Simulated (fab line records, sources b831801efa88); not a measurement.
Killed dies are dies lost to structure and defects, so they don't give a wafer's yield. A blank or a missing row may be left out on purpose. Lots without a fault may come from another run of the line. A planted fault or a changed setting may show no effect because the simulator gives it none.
fab line records | flow sky130
record lots=6 wafers=18 last_day=49
route steps=708 shown CAP2M@620 METAL4@621 VIA4@639 METAL5@661 PAD_OPEN@708
lots that met no fault: from a run of the same line without faults
start_h: hours from the record's first day to the start of the lot's first wafer shown | wait_h: hours since the lot's step before | " the same as in the row above | L1.1+2: a row that stands for several wafers | - no value, or no start given | * or withheld: withheld | < > ~ a bound
route shown NAME@n: a module of which the file shows steps, and the number in the route of the first | usual: mean/standard deviation of fault-free wafers | same: alike in all rows | chamber/n: place in a boat | sites: the reading at each site | _std_site: their standard deviation | _edge_site: outer sites' mean less inner sites' | radius_mm: how far each site lies from the wafer's centre | mask NAME#n: copy n | behind: the tool/chamber that last shaped the wafer | hold: why the lot was held/for how many hours/how that ended | device: the transistor (n, p or np) that didn't switch | end of line: the same wafers' tests at the end of the route | a step without rows: its recipe alone | killed: dies lost to structure and defects at the first sort, not the wafer's yield | map: a wafer's dies, x killed, . not, _ none there
set.NAME: the setting as run; set.NAME@STEP: as run at that earlier step | model.NAME: the simulator's own value behind a step, which no gauge read
lots at some steps of the route; a table a step, a row a wafer
services: from which hour (start_h, from the record's first day; less than 0 if before it) a tool's chamber was out of use, for how many hours, and why
## steps
# step SKY_CAP2M_CLEAN_17
# recipe chemistry=O3/DIW dry=n2_spin
# step SKY_METAL4_DEHYDRATE_05
# recipe temp_c=200 time_s=60
# step SKY_METAL4_HMDS_06
# recipe prime_time_s=60 prime_temp_c=120
# step SKY_METAL4_COAT_07
# recipe resist=BARC temp_c=withheld time_s=withheld spin_rpm=3000 resist_thk_nm=60
# step SKY_METAL4_COAT_08
# recipe resist=KrF-thick spin_rpm=3000 resist_thk_nm=1140
# step SKY_METAL4_SOFTBAKE_09
# recipe temp_c=100 time_s=90 resist=KrF-thick
# step SKY_METAL4_EXPOSE_10
# recipe mask_id=MM4 na=0.68 source_shape=annular sigma_inner=0.4 sigma_outer=0.8 target_cd_nm=300 dose_mj=28
# step SKY_METAL4_PEB_11
# recipe peb_temp_c=withheld peb_time_s=withheld resist=KrF-thick
# step SKY_METAL4_DEVELOP_12
# recipe develop_time_s=60 resist=KrF-thick dev_temp_c=21.79
# step SKY_METAL4_CD_MEAS_13
# recipe target_cd_nm=300
# usual cd_nm=300.0/1.5
# columns lot.wafer tool chamber start_h wait_h cd_nm
L440.1 cd_sem-01 - 989.42 - 298.5
L440.4 " - " " 298.3
L440.6 " - " " 300.7
L441.4 cd_sem-02 - 993.68 - 300.5
L441.5 " - " " 298.0
L441.6 " - " " 299.7
L449.3 cd_sem-02 - 1041.44 - 299.2
L449.4 " - " " 299.4
L449.5 " - " " 299.9
L455.3 cd_sem-01 - 1075.39 - 299.5
L455.4 " - " " 299.5
L455.5 " - " " 300.7
L456.1 cd_sem-01 - 1084.12 - 300.9
L456.2 " - " " 301.1
L456.3 " - " " 301.8
L457.1 cd_sem-02 - 1088.80 - 300.2
L457.3 " - " " 301.7
L457.5 " - " " 301.3
# step SKY_METAL4_OVL_MEAS_14
# usual METAL4_OVL=1/5
# columns lot.wafer tool chamber start_h wait_h METAL4_OVL[nm]
L440.1 overlay-02 - 989.54 0.1 6
L440.4 " - " " 1
L440.6 " - " " 1
L441.4 overlay-02 - 993.76 0.1 1
L441.5 " - " " 1
L441.6 " - " " 7
L449.3 overlay-02 - 1041.54 0.1 0
L449.4 " - " " -6
L449.5 " - " " -4
L455.3 overlay-01 - 1075.49 0.1 6
L455.4 " - " " 2
L455.5 " - " " -3
L456.1 overlay-02 - 1084.24 0.1 3
L456.2 " - " " -5
L456.3 " - " " 1
L457.1 overlay-01 - 1088.92 0.1 -6
L457.3 " - " " -7
L457.5 " - " " -2
# step SKY_METAL4_DESCUM_15
# recipe chemistry=O2 source_power_w=150 bias_power_w=0 pressure_mtorr=10 temp_c=40 time_s=8
# usual chamber_pressure_mTorr=9.999/0.0093 drypump_motor_current_A=5.3/0.43 he_backside_leak_sccm=3.5/0.31 oes_product_au=1.003/0.0068
# columns lot.wafer tool chamber start_h wait_h chamber_pressure_mTorr drypump_motor_current_A he_backside_leak_sccm oes_product_au rf_hours_counter_h
L440.1 rie_metal-02 0 989.58 0.0 10.003 5.1 3.6 1.010 20
L440.4 " 1 " " 9.992 5.3 3.3 1.008 -
L440.6 " 0 " " 10.009 5.1 3.6 0.995 -
L441.4 rie_metal-01 0 993.79 0.0 9.994 5.6 3.3 1.013 -
L441.5 " 0 " " 9.989 5.6 3.3 0.992 -
L441.6 " 1 " " 9.999 5.1 3.6 1.003 -
L449.3 rie_metal-01 1 1041.57 0.0 9.993 5.1 3.5 1.002 -
L449.4 " 0 " " 9.993 5.6 3.0 0.999 -
L449.5 " 1 " " 10.018 5.1 3.4 0.999 -
L455.3 rie_metal-02 1 1075.52 0.0 10.002 5.3 3.1 0.998 -
L455.4 " 0 " " 10.018 5.1 3.7 1.001 -
L455.5 " 1 " " 10.001 5.3 3.1 1.000 -
L456.1 rie_metal-04 0 1084.27 0.0 10.009 6.1 3.7 1.007 23
L456.2 " 1 " " 10.009 4.7 3.6 1.003 17
L456.3 " 1 " " 10.008 4.7 3.4 0.995 -
L457.1 rie_metal-02 1 1088.96 0.0 9.994 5.3 6.2 1.023 9
L457.3 " 0 " " 9.995 5.1 3.5 1.006 -
L457.5 " 0 " " 9.998 5.1 3.7 1.004 -
# step SKY_METAL4_ETCH_16
# recipe chemistry=N2/H2 target=BARC ion_energy_ev=200 bias_w=100 pressure_mtorr=30 n2_flow_sccm=100 h2_flow_sccm=200 icp_w=500 stop_on=SiO2 time_s=88.2 target_depth_a=600
# usual chamber_pressure_mTorr=29.998/0.027 drypump_motor_current_A=5.3/0.43 he_backside_leak_sccm=3.47/0.28 oes_product_au=0.626/0.0045 throttle_valve_pct=13.205/0.0088
# columns lot.wafer tool chamber start_h wait_h chamber_pressure_mTorr drypump_motor_current_A he_backside_leak_sccm oes_product_au rf_hours_counter_h throttle_valve_pct
L440.1 rie_metal-02 0 989.61 0.0 29.972 5.2 3.55 0.626 20 13.209
L440.4 " 1 " " 30.007 5.3 3.32 0.629 - 13.216
L440.6 " 0 " " 29.991 5.2 3.64 0.621 - 13.197
L441.4 rie_metal-01 0 993.84 0.0 30.033 5.6 3.13 0.627 - 13.198
L441.5 " 0 " " 29.971 5.6 3.09 0.627 - 13.188
L441.6 " 1 " " 30.039 5.2 3.33 0.620 - 13.200
L449.3 rie_metal-01 1 1041.63 0.0 30.016 5.1 3.52 0.630 - 13.212
L449.4 " 0 " " 29.946 5.6 3.14 0.621 - 13.209
L449.5 " 1 " " 30.006 5.2 3.52 0.622 - 13.191
L455.3 rie_metal-02 1 1075.58 0.0 29.971 5.3 3.31 0.625 - 13.198
L455.4 " 0 " " 29.963 5.2 3.68 0.631 - 13.207
L455.5 " 1 " " 29.999 5.3 3.18 0.618 - 13.217
L456.1 rie_metal-04 0 1084.31 0.0 30.052 6.1 3.83 0.625 23 13.211
L456.2 " 1 " " 29.995 4.7 3.66 0.627 17 13.208
L456.3 " 1 " " 30.013 4.7 3.43 0.629 - 13.190
L457.1 rie_metal-02 1 1088.99 0.0 30.021 5.2 3.22 0.612 9 13.208
L457.3 " 0 " " 29.956 5.2 3.39 0.632 - 13.220
L457.5 " 0 " " 30.039 5.1 3.38 0.621 - 13.195
# step SKY_METAL4_ETCH_17
# recipe target=SiO2 stop_on=TiN chemistry=C4F8/O2/Ar source_w=1500 bias_w=1200 pressure_mtorr=40 c4f8_flow_sccm=withheld O2_flow_sccm=6 Ar_flow_sccm=300 time_s=3.9 target_depth_a=150
# step SKY_METAL4_METAL_ETCH_18
# recipe target_depth_a=8450 stop_on=SiO2 over_etch_frac=0.3 time_s=183.1 chemistry=Cl2/BCl3 resist_sidewall_deg=88 pressure_mtorr=10 icp_w=900 bias_w=48.5 Cl2_flow_sccm=60 bcl3_flow_sccm=30
# usual chamber_pressure_mTorr=10.000/0.009 drypump_motor_current_A=5.3/0.4 he_backside_leak_sccm=3.5/0.38 oes_product_au=0.863/0.007 throttle_valve_pct=22.265/0.0087
# columns lot.wafer tool chamber start_h wait_h chamber_pressure_mTorr drypump_motor_current_A he_backside_leak_sccm oes_product_au rf_hours_counter_h throttle_valve_pct
L440.1 rie_metal-04 0 989.72 0.0 10.005 6.1 3.6 0.859 17 22.268
L440.4 " 1 " " 10.005 4.7 3.5 0.851 - 22.267
L440.6 " 1 " " 10.002 4.7 3.4 0.855 - 22.285
L441.4 rie_metal-04 1 993.98 0.1 10.009 4.7 3.5 0.874 - 22.259
L441.5 " 0 " " 10.015 6.1 3.5 0.864 - 22.260
L441.6 " 1 " " 10.009 4.7 3.4 0.877 - 22.267
L449.3 rie_metal-02 0 1041.77 0.1 10.009 5.1 3.8 0.862 - 22.259
L449.4 " 1 " " 10.001 5.2 3.2 0.860 - 22.254
L449.5 " 0 " " 9.994 5.1 3.7 0.860 - 22.257
L455.3 rie_metal-04 1 1075.72 0.1 10.010 4.7 3.9 0.864 - 22.257
L455.4 " 0 " " 9.998 6.1 3.5 0.866 - 22.267
L455.5 " 0 " " 10.000 6.1 3.7 0.864 - 22.258
L456.1 rie_metal-01 1 1084.42 0.0 9.994 5.2 3.6 0.871 20 22.275
L456.2 " 0 " " 9.993 5.6 3.2 0.877 12 22.263
L456.3 " 0 " " 10.000 5.6 3.2 0.860 - 22.259
L457.1 rie_metal-01 1 1089.11 0.0 9.987 5.1 3.5 0.870 21 22.259
L457.3 " 0 " " 9.999 5.6 3.4 0.871 - 22.276
L457.5 " 1 " " 10.002 5.1 3.4 0.856 - 22.267
# step SKY_METAL4_STRIP_19
# recipe chemistry=O2/N2 power_w=1400 pressure_mtorr=1500 platen_temp_c=withheld o2_flow_sccm=3000 n2_flow_sccm=300 overash_fraction=0.5
# step SKY_METAL4_STRIP_20
# recipe chemistry=post_etch_residue_remover time_s=1200 temp_c=72.5
# step SKY_METAL4_CLEAN_21
# recipe chemistry=IPA time_s=180 temp_c=25
# step SKY_METAL4_CLEAN_22
# recipe chemistry=O3/DIW dry=n2_spin
# step SKY_VIA4_HDPCVD_00
# recipe material=SiO2 target_thk_nm=1750 sigma_open_frac=0.3 time_s=281.3 temp_c=400 sih4_flow_sccm=60 pressure_mtorr=6
# step SKY_VIA4_THK_MEAS_01
# recipe reads=SiO2_of_VIA4_HDPCVD_00
# usual VIA4_HDPCVD_THK=1685/17
# columns lot.wafer tool chamber start_h wait_h VIA4_HDPCVD_THK[nm]
L440.1 film_metro-02 - 990.68 0.1 1677
L440.4 " - " " 1695
L440.6 " - " " 1696
L441.4 film_metro-02 - 994.91 0.0 1681
L441.5 " - " " 1677
L441.6 " - " " 1692
L449.3 film_metro-01 - 1042.68 0.1 1685
L449.4 " - " " 1664
L449.5 " - " " 1675
L455.3 film_metro-02 - 1076.69 0.1 1689
L455.4 " - " " 1652
L455.5 " - " " 1659
L456.1 film_metro-01 - 1085.42 0.1 1672
L456.2 " - " " 1707
L456.3 " - " " 1719
L457.1 film_metro-01 - 1090.11 0.1 1665
L457.3 " - " " 1708
L457.5 " - " " 1669
# step SKY_VIA4_CMP_02
# recipe material=SiO2 down_force_psi=4 platen_rpm=60 pad_velocity_m_s=0.94248
# usual motor_current_A=11.7/1.1
# columns lot.wafer tool chamber start_h wait_h motor_current_A
L440.4 cmp-02 2 990.84 0.1 13.1
L440.1 " 3 " " 11.0
L440.6 " 1 " " 11.3
L441.4 cmp-01 3 994.99 0.1 13.8
L441.5 " 2 " " 11.1
L441.6 " 3 " " 13.6
L449.3 cmp-01 0 1043.40 0.7 10.4
L449.4 " 3 " " 13.8
L449.5 " 0 " " 11.0
L455.3 cmp-01 2 1076.73 0.0 11.1
L455.4 " 1 " " 12.2
L455.5 " 2 " " 10.6
L456.1 cmp-01 3 1085.48 0.1 13.7
L456.3 " 0 " " 9.9
L456.2 " 1 " " 12.7
L457.3 cmp-01 1 1090.22 0.1 13.1
L457.1 " 3 " " 13.1
L457.5 " 0 " " 10.0
# step SKY_VIA4_BOW_MEAS_03
# recipe mode=bow
# usual VIA4_BOW=82/9.3
# columns lot.wafer tool chamber start_h wait_h VIA4_BOW[um]
L440.1 film_metro-01 - 991.04 0.1 84
L440.4 " - " " 79
L440.6 " - " " 83
L441.4 film_metro-02 - 995.30 0.3 79
L441.5 " - " " 60
L441.6 " - " " 70
L449.3 film_metro-02 - 1043.74 0.3 70
L449.4 " - " " 76
L449.5 " - " " 81
L455.3 film_metro-01 - 1077.07 0.3 86
L455.4 " - " " 84
L455.5 " - " " 69
L456.1 film_metro-03 - 1085.78 0.2 81
L456.2 " - " " 76
L456.3 " - " " 86
L457.1 film_metro-01 - 1090.47 0.1 77
L457.3 " - " " 93
L457.5 " - " " 98
# step SKY_VIA4_DEHYDRATE_04
# recipe temp_c=200 time_s=60
# step SKY_VIA4_HMDS_05
# recipe prime_time_s=60 prime_temp_c=120
# step SKY_VIA4_COAT_06
# recipe resist=NOVOLAK spin_rpm=3000 resist_thk_nm=1140
# step SKY_VIA4_SOFTBAKE_07
# recipe temp_c=90 time_s=60 resist=NOVOLAK
# step SKY_VIA4_EXPOSE_08
# recipe mask_id=VIM4 na=0.6 source_shape=conventional sigma_outer=0.6 polarization=unpolarized target_cd_nm=800 dose_mj=132
# step SKY_VIA4_PEB_09
# recipe temp_c=withheld time_s=* resist=NOVOLAK
# step SKY_VIA4_DEVELOP_10
# recipe resist=NOVOLAK developer=TMAH develop_time_s=60 dev_temp_c=23
# step SKY_VIA4_OVL_MEAS_11
# usual VIA4_OVL=0.2/1.1
# columns lot.wafer tool chamber start_h wait_h VIA4_OVL[nm]
L440.1 overlay-02 - 1014.35 0.1 -2.1
L440.4 " - " " 0.3
L440.6 " - " " -1.5
L441.4 overlay-01 - 1017.95 0.1 1.5
L441.5 " - " " 1.5
L441.6 " - " " 2.1
L449.3 overlay-02 - 1066.02 0.1 1.4
L449.4 " - " " 0.3
L449.5 " - " " 2.5
L455.3 overlay-02 - 1097.67 0.1 0.4
L455.4 " - " " -1.8
L455.5 " - " " -0.7
L456.1 overlay-01 - 1106.27 0.1 -1.0
L456.2 " - " " -1.3
L456.3 " - " " 0.4
L457.1 overlay-02 - 1110.58 0.1 -0.5
L457.3 " - " " 0.1
L457.5 " - " " 0.4
# step SKY_VIA4_ETCH_12
# recipe target=SiO2 chemistry=C4F8/O2/Ar stop_on=TiN mask_material=NOVOLAK source_w=1500 bias_w=1200 pressure_mtorr=40 c4f8_flow_sccm=withheld O2_flow_sccm=6 Ar_flow_sccm=300 time_s=withheld target_depth_a=5800
# step SKY_VIA4_STRIP_13
# recipe chemistry=O2/N2 power_w=1400 pressure_mtorr=1500 platen_temp_c=withheld o2_flow_sccm=3000 n2_flow_sccm=300 overash_fraction=0.5
# step SKY_VIA4_STRIP_14
# recipe chemistry=post_etch_residue_remover time_s=1200 temp_c=72.5
# step SKY_VIA4_CLEAN_15
# recipe chemistry=IPA time_s=180 temp_c=25
# step SKY_VIA4_CLEAN_16
# recipe chemistry=O3/DIW dry=n2_spin
# step SKY_VIA4_SPUTTER_17
# recipe material=TiN target_thk_nm=20 chamber_pressure_pa=5 power_w=4000 time_s=80
# step SKY_VIA4_CVD_18
# recipe material=W target_thk_nm=505 time_s=152.14 temp_c=396.1 pressure_torr=40
# usual heater_power_w=826/71
# columns lot.wafer tool chamber start_h wait_h heater_power_w
L440.1 cvd_w-01 1 1015.12 0.0 883
L440.4 " 0 " " 839
L440.6 " 1 " " 875
L441.4 cvd_w-01 1 1018.96 0.1 886
L441.5 " 1 " " 877
L441.6 " 0 " " 831
L449.3 cvd_w-01 0 1066.82 0.1 834
L449.4 " 1 " " 870
L449.5 " 1 " " 868
L455.3 cvd_w-02 1 1098.47 0.1 694
L455.4 " 0 " " 857
L455.5 " 0 " " 846
L456.1 cvd_w-02 1 1107.07 0.0 705
L456.2 " 0 " " 887
L456.3 " 0 " " 907
L457.1 cvd_w-02 0 1111.44 0.0 883
L457.3 " 1 " " 725
L457.5 " 0 " " 859
# step SKY_VIA4_RS_MEAS_19
# recipe thk_meas_gauge=four-point-probe reads=W_of_VIA4_CVD_18+TiN_of_VIA4_SPUTTER_17
# usual VIA4_W_RS=0.2452/0.0029
# columns lot.wafer tool chamber start_h wait_h VIA4_W_RS[ohm/sq]
L440.1 film_metro-03 - 1015.27 0.1 0.2457
L440.4 " - " " 0.2466
L440.6 " - " " 0.2442
L441.4 film_metro-02 - 1019.12 0.1 0.2437
L441.5 " - " " 0.2424
L441.6 " - " " 0.2436
L449.3 film_metro-02 - 1066.96 0.1 0.2521
L449.4 " - " " 0.2524
L449.5 " - " " 0.2489
L455.3 film_metro-02 - 1098.61 0.1 0.2433
L455.4 " - " " 0.2436
L455.5 " - " " 0.2460
L456.1 film_metro-02 - 1107.23 0.1 0.2446
L456.2 " - " " 0.2480
L456.3 " - " " 0.2476
L457.1 film_metro-01 - 1111.59 0.1 0.2486
L457.3 " - " " 0.2444
L457.5 " - " " 0.2494
# step SKY_VIA4_THK_MEAS_20
# recipe thk_meas_gauge=xrf reads=W_of_VIA4_CVD_18
# usual VIA4_W_THK=468/6.4
# columns lot.wafer tool chamber start_h wait_h VIA4_W_THK[nm]
L440.1 film_metro-03 - 1015.39 0.1 466
L440.4 " - " " 463
L440.6 " - " " 468
L441.4 film_metro-02 - 1019.21 0.1 475
L441.5 " - " " 474
L441.6 " - " " 473
L449.3 film_metro-02 - 1067.06 0.1 454
L449.4 " - " " 456
L449.5 " - " " 459
L455.3 film_metro-02 - 1098.71 0.1 471
L455.4 " - " " 472
L455.5 " - " " 465
L456.1 film_metro-02 - 1107.35 0.1 470
L456.2 " - " " 464
L456.3 " - " " 469
L457.1 film_metro-01 - 1111.71 0.1 462
L457.3 " - " " 466
L457.5 " - " " 460
# step SKY_VIA4_CMP_21
# recipe stop_on=SiO2 t_overpolish_s=25 down_force_psi=3.5 platen_rpm=60 target_thk_nm=0 pad_velocity_m_s=0.94248
# usual motor_current_A=10.7/1.1 overpolish_run_s=25.001/0.0097 time_to_endpoint_s=112/3.7
# columns lot.wafer tool chamber start_h wait_h motor_current_A overpolish_run_s time_to_endpoint_s
L440.1 cmp-01 0 1015.50 0.1 9.7 25.000 112
L440.4 " 1 " " 11.9 24.990 113
L440.6 " 3 " " 12.5 25.004 110
L441.4 cmp-01 0 1019.29 0.1 9.4 24.996 113
L441.6 " 3 " " 12.2 25.015 114
L441.5 " 0 " " 9.7 25.015 114
L449.3 cmp-02 0 1067.10 0.0 9.3 24.993 106
L449.4 " 2 " " 11.5 25.006 108
L449.5 " 0 " " 9.0 25.019 101
L455.3 cmp-02 0 1098.75 0.0 9.1 25.006 107
L455.4 " 3 " " 10.6 24.993 110
L455.5 " 0 " " 8.8 24.999 107
L456.3 cmp-01 2 1107.64 0.3 10.2 25.013 109
L456.2 " 3 " " 12.0 24.998 108
L456.1 " 0 " " 9.1 24.999 108
L457.3 cmp-01 3 1111.77 0.0 12.2 25.014 112
L457.1 " 1 " " 11.6 24.990 115
L457.5 " 0 " " 10.2 24.982 110
# step SKY_METAL5_SPUTTER_00
# recipe material=Ti target_thk_nm=15 power_w=3000 time_s=10 chamber_pressure_pa=0.4
# step SKY_PAD_OPEN_PROBE_99
# usual defect_limited_yield=82.3/2 killed_at_M0_to_M3=43/7.1 killed_at_M4_up=3/1.7 killed_at_contacts=25/5.6 killed_at_front_end=16/4.1 killed_at_other=0.2/0.49 killed_dies=87/9.8 killed_open=47/7.6 killed_short=40/6.1 sort_bin_3_pad_short=0.9/0.44 sort_bin_5_function=10.5/1.6 sort_bin_6_memory=6.3/1 sort_n_pass=405/9.8 sort_yield_pct=82.3/2
# same gross_dies=492 killed_at_back_side=0 sort_bin_4_leakage[%]=0 sort_bin_8_speed[%]=0
# columns lot.wafer tool chamber start_h wait_h defect_limited_yield[%] killed_at_M0_to_M3 killed_at_M4_up killed_at_contacts killed_at_front_end killed_at_other killed_dies killed_open killed_short sort_bin_3_pad_short[%] sort_bin_5_function[%] sort_bin_6_memory[%] sort_n_pass sort_yield_pct[%] model.etest.tester.sort_n_pass model.etest.tester.sort_yield_pct model.etest.tester.sort_bin_5_pct model.etest.tester.sort_bin_3_pct
L440.1 prober-01 - 1085.42 0.1 80.1 51 6 23 17 1 98 57 41 0.8 13.4 5.7 394 80.1 394 80.08 13.41 0.813
L440.4 prober-01 - 1085.57 0.2 79.1 40 3 40 19 1 103 64 39 1.2 11.8 7.9 389 79.1 389 79.06 11.79 1.22
L440.6 prober-01 - 1085.67 0.2 80.5 40 6 28 21 1 96 54 42 1.4 10.4 7.7 396 80.5 396 80.49 10.37 1.423
L441.4 prober-02 - 1087.52 0.2 82.5 49 1 24 12 0 86 44 42 0.6 12.4 4.5 406 82.5 406 82.52 12.4 0.6098
L441.5 prober-02 - 1087.57 0.2 85.4 37 3 18 14 0 72 36 36 1.0 9.6 4.1 420 85.4 420 85.37 9.553 1.016
L441.6 prober-02 - 1087.62 0.2 82.5 53 2 17 14 0 86 34 52 1.0 9.6 6.9 406 82.5 406 82.52 9.553 1.016
L449.3 prober-02 - 1132.43 0.2 83.7 37 5 19 19 0 80 45 35 0.8 8.7 6.7 412 83.7 412 83.74 8.74 0.813
L455.3 prober-01 - 1159.52 0.2 81.1 47 4 23 18 1 93 53 40 0.8 11.0 7.1 399 81.1 399 81.1 10.98 0.813
L455.4 prober-01 - 1159.57 0.2 72.8 37 50 28 19 0 134 45 40 1.8 18.5 6.9 358 72.8 358 72.76 18.5 1.829
L455.5 prober-01 - 1159.62 0.2 83.5 30 1 29 21 0 81 46 35 0.2 8.5 7.7 411 83.5 411 83.54 8.537 0.2033
L457.1 prober-01 - 1169.57 0.1 80.5 51 0 27 18 0 96 52 44 0.6 13.4 5.5 396 80.5 396 80.49 13.41 0.6098
L457.3 prober-01 - 1169.67 0.2 75.6 25 57 20 18 0 120 34 33 3.3 16.1 5.1 372 75.6 372 75.61 16.06 3.252
L457.5 prober-01 - 1169.77 0.2 70.5 53 50 23 19 0 145 52 46 3.3 17.9 8.3 347 70.5 347 70.53 17.89 3.252
# killed by level:class
L440.1 CONTACT:geometric_particle:open=12 VIA3:geometric_particle:open=11 METAL2:geometric_particle:short=8 VIA1:geometric_particle:open=7 VIA1:geometric_particle:short=6 FIELD_ISO:geometric_particle:open=5 VIA2:geometric_particle:open=5 METAL4:geometric_particle:short=5
L440.4 CONTACT:geometric_particle:open=14 LI_CONTACT:geometric_particle:open=12 VIA1:geometric_particle:open=8 VIA3:geometric_particle:open=7 LOCAL_INTERCONNECT:geometric_particle:short=7 METAL2:geometric_particle:short=7 VIA2:geometric_particle:open=7 POLY_GATE:geometric_particle:open=6
L440.6 LI_CONTACT:geometric_particle:open=13 VIA1:geometric_particle:open=11 POLY_GATE:geometric_particle:open=8 POLY_GATE:geometric_particle:short=5 VIA1:geometric_particle:short=5 VIA2:geometric_particle:open=5 FIELD_ISO:geometric_particle:open=4 LOCAL_INTERCONNECT:geometric_particle:short=4
L441.4 VIA1:geometric_particle:open=11 VIA2:geometric_particle:open=8 CONTACT:geometric_particle:open=8 METAL2:geometric_particle:short=8 VIA1:geometric_particle:short=7 VIA2:geometric_particle:short=5 VIA3:geometric_particle:open=4 LI_CONTACT:geometric_particle:short=4
L441.5 VIA1:geometric_particle:open=7 VIA3:geometric_particle:open=6 FIELD_ISO:geometric_particle:open=5 METAL1:geometric_particle:short=5 LI_CONTACT:geometric_particle:open=5 VIA1:geometric_particle:short=5 METAL2:geometric_particle:short=4 POLY_GATE:geometric_particle:open=4
L441.6 VIA1:geometric_particle:open=11 VIA2:geometric_particle:open=9 CONTACT:geometric_particle:short=9 VIA1:geometric_particle:short=8 FIELD_ISO:geometric_particle:short=6 VIA2:geometric_particle:short=6 METAL3:geometric_particle:short=6 FIELD_ISO:geometric_particle:open=3
L449.3 VIA3:geometric_particle:open=8 VIA1:geometric_particle:short=7 CONTACT:geometric_particle:open=6 FIELD_ISO:geometric_particle:open=5 POLY_GATE:geometric_particle:open=5 VIA1:geometric_particle:open=5 METAL2:geometric_particle:short=5 VIA2:geometric_particle:open=5
L455.3 CONTACT:geometric_particle:open=10 VIA1:geometric_particle:open=10 VIA2:geometric_particle:open=7 VIA3:geometric_particle:open=7 FIELD_ISO:geometric_particle:short=6 METAL1:geometric_particle:short=6 LI_CONTACT:geometric_particle:open=5 CONTACT:geometric_particle:short=5
L455.4 METAL4:unspecified=49 CONTACT:geometric_particle:short=10 VIA1:geometric_particle:open=9 CONTACT:geometric_particle:open=8 FIELD_ISO:geometric_particle:short=5 LI_CONTACT:geometric_particle:open=5 VIA2:geometric_particle:open=5 FIELD_ISO:geometric_particle:open=4
L455.5 CONTACT:geometric_particle:open=10 VIA3:geometric_particle:open=10 CONTACT:geometric_particle:short=8 POLY_GATE:geometric_particle:short=7 POLY_GATE:geometric_particle:open=6 LI_CONTACT:geometric_particle:open=6 VIA1:geometric_particle:open=5 FIELD_ISO:geometric_particle:open=4
L457.1 VIA2:geometric_particle:open=10 CONTACT:geometric_particle:open=10 METAL1:geometric_particle:short=8 VIA1:geometric_particle:short=8 METAL2:geometric_particle:short=8 VIA3:geometric_particle:open=6 VIA1:geometric_particle:open=6 FIELD_ISO:geometric_particle:short=5
L457.3 METAL4:unspecified=53 VIA1:geometric_particle:open=6 LI_CONTACT:geometric_particle:open=5 CONTACT:geometric_particle:open=5 CONTACT:geometric_particle:short=5 VIA2:geometric_particle:open=4 METAL2:geometric_particle:short=4 VIA1:geometric_particle:short=4
L457.5 METAL4:unspecified=47 VIA2:geometric_particle:open=12 METAL1:geometric_particle:short=10 METAL2:geometric_particle:short=8 LI_CONTACT:geometric_particle:open=7 CONTACT:geometric_particle:open=7 VIA3:geometric_particle:open=5 FIELD_ISO:geometric_particle:open=4
# map L455.4 (x killed, . not)
__________.........._________
________.x...x.x....x._______
______.......x.xx.x....x_____
_____x......x.x.x...x....____
____...xx..xxx..xx.x.x.x..___
___.x........xxxxxxx.x...x.__
__...........xxxxxxxx......._
_..x...x...xxxxxxxxxx.xx.....
_.....x.....xxxxxxxxx........
_....x.......xxxxxxxx...x....
_........xx...xxx..xx........
_......x.x...xx..xx..........
_x.x...x........x.x...x...x..
_.x..x.xx...........x......x.
_x.x...............xxx.......
__...x.........x....x......._
___.....xx...x............x__
____x..x.x.x......x.x.....___
_____.x.x.xxx.......xx...____
______...x.............._____
________......x.x.xx.._______
__________..x....x.._________
# map L457.5 (x killed, . not)
__________.x....x..._________
________xx...xxx......_______
______x.x..x..........x._____
_____...xx.....x.x.xx....____
____...x..x...xxxx........___
___...x.....xxxxxxxx...x...__
__...........xxxxxxx.....x.._
_...x...x.xx.xxxxxxxxx...x.x.
_....x.xxx.x.xxxxxxxx.......x
_.x.......xx.xxxxxxxx....x..x
_.x....xx...x..xx.xx.xx..x.x.
_x...xx.x..x.x..x.x......x..x
_.x.................x..x....x
_x....x...x..x.......x......x
_....x....xx...........x.....
__.x..xx....x....x.........._
___x...x..........xxx.x.xx.__
____......x.x.....xx......___
_____x..x................____
______.x.x..x....x.....x_____
________..x..........._______
__________x........._________
## services
# columns tool chamber start_h hours kind
rie_metal-02 1 976.48 4.3 repair
rie_metal-04 - 986.44 0.7 repair
cvd_w-02 - 997.14 1.5 repair
cmp-02 - 1004.01 5.1 pm
rie_metal-02 0 1007.92 - clean
rie_metal-02 0 1007.92 18.0 scheduled_down
rie_metal-02 0 1007.92 18.0 vent_cycle
cmp-02 - 1028.41 0.8 repair
cmp-01 - 1034.17 7.4 repair
cvd_w-01 - 1062.98 0.2 repair
cmp-01 - 1067.83 1.2 repair
rie_metal-01 - 1069.14 0.3 repair
rie_metal-01 - 1078.40 0.9 repair
cvd_w-01 - 1090.63 0.9 repair
rie_metal-01 - 1099.72 1.3 repair
## key
first_sign step=SKY_PAD_OPEN_PROBE_99 reading=killed_at_M4_up direction=up sigmas=28 usual=3 struck=52.3
effect step=SKY_PAD_OPEN_PROBE_99 reading=defect_limited_yield direction=down sigmas=4.7 usual=82.3 struck=73.0
model_effect step=SKY_PAD_OPEN_PROBE_99 value=etest.tester.sort_n_pass without=399.7 struck=359
met_at SKY_METAL4_ETCH_16
struck_wafers L455.4,L457.3,L457.5
onset_between 989.61 1075.58
fault kind=chamber_particle_source tool=rie_metal-02 chamber=0 onset_h=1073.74 steps=SKY_METAL4_ETCH_16 rate_per_visit_cm2=0.70965 end_h=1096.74
